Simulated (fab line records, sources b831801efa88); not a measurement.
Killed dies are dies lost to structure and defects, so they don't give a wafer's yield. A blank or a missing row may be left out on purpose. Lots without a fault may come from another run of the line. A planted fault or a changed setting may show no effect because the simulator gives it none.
A struck lot beside a sound one | flow sky130 | 15 steps out of a route of 708
Sound: wafers L635.2, L635.3, L635.6. Struck: wafers L638.2, L638.3, L638.5. The cause comes at the end.
At each step with rows: each side's tool, then ch and its chambers, then its first start. Under that, the readings that differ: sound wafers | struck wafers | difference of the means | sigmas: that difference in standard deviations of wafers without a fault.
alike: readings whose means differ by less than 2 such deviations, and words and numbers that are the same on both sides. not compared: withheld readings, readings that some wafer has no value for, bounds like >300 that may hide the same value, and numbers for which the record gives no deviation and whose values overlap.
The two part at a step that has a row with sigmas, a row that says differs or no value, or rows on one side only. Numbers that don't overlap but have no deviation are shown without sigmas and don't part them. A reading that every wafer of one side lacks parts them only if that side has two wafers or more.

first, 5 steps without rows for these wafers: SKY_LDD_HVN_COAT_02 (resist thk 300 nm); SKY_LDD_HVN_SOFTBAKE_03 (time 60 s); SKY_LDD_HVN_EXPOSE_04 (exposes mask HVNTM, target cd 700 nm); SKY_LDD_HVN_PEB_05; SKY_LDD_HVN_DEVELOP_06 (develop time 60 s).
SKY_LDD_HVN_OVL_MEAS_07:
  sound on overlay-01, day 24 00:35; struck on overlay-01, day 25 02:02
  alike: LDD_HVN_OVL
then, 1 step without rows for these wafers: SKY_LDD_HVN_IMPLANT_08.
SKY_LDD_HVN_STRIP_09: strips in O2/N2.
  sound on plasma_asher-02 ch 0, day 24 00:46; struck on plasma_asher-02 ch 0,1, day 25 02:13
  alike: drypump_motor_current_A, oes_product_au, strip_time_to_endpoint_s
  not compared: rf_hours_counter_h
SKY_LDD_HVN_TW_MEAS_10:
  sound on film_metro-03, day 24 00:52; struck on film_metro-02, day 25 02:20
  alike: LDD_HVN_TW
then, 3 steps without rows for these wafers: SKY_LDD_HVP_DEHYDRATE_00 (time 60 s); SKY_LDD_HVP_HMDS_01 (prime time 60 s); SKY_LDD_HVP_COAT_02 (resist thk 300 nm).
SKY_LDD_HVP_SOFTBAKE_03: time 60 s.
  sound on litho_track-01 ch 0, day 24 15:54; struck on litho_track-02 ch 0, day 25 16:51
  reading          | sound             | struck            | difference | sigmas
  run_length_s (s) | 89.20 89.24 89.30 | 95.08 95.13 94.99 | +5.82      | +36
then, 1 step without rows for these wafers: SKY_LDD_HVP_EXPOSE_04 (exposes mask HVPTM, target cd 700 nm).
-- the record jumps here: 23 days lie between the struck wafers' starts before and after (it left off in module LDD_HVP and takes up again in module PAD_OPEN, whose first step shown is number 708 of the route) --
SKY_PAD_OPEN_PROBE_99:
  sound on prober-01, day 48 07:24; struck on prober-01, day 48 22:07
  alike: killed_at_M0_to_M3, killed_at_M4_up, killed_at_contacts, killed_at_front_end, killed_at_other, killed_dies, killed_open, killed_short

WHERE THEY PART
Only at SKY_LDD_HVP_SOFTBAKE_03, within this record. Later steps at which nothing parts them and some readings are alike: SKY_PAD_OPEN_PROBE_99.

WHY: what the simulator had put in
Process parameter drift: litho_track-02, from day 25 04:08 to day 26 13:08, at SKY_LDD_HVP_SOFTBAKE_03. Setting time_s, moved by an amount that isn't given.
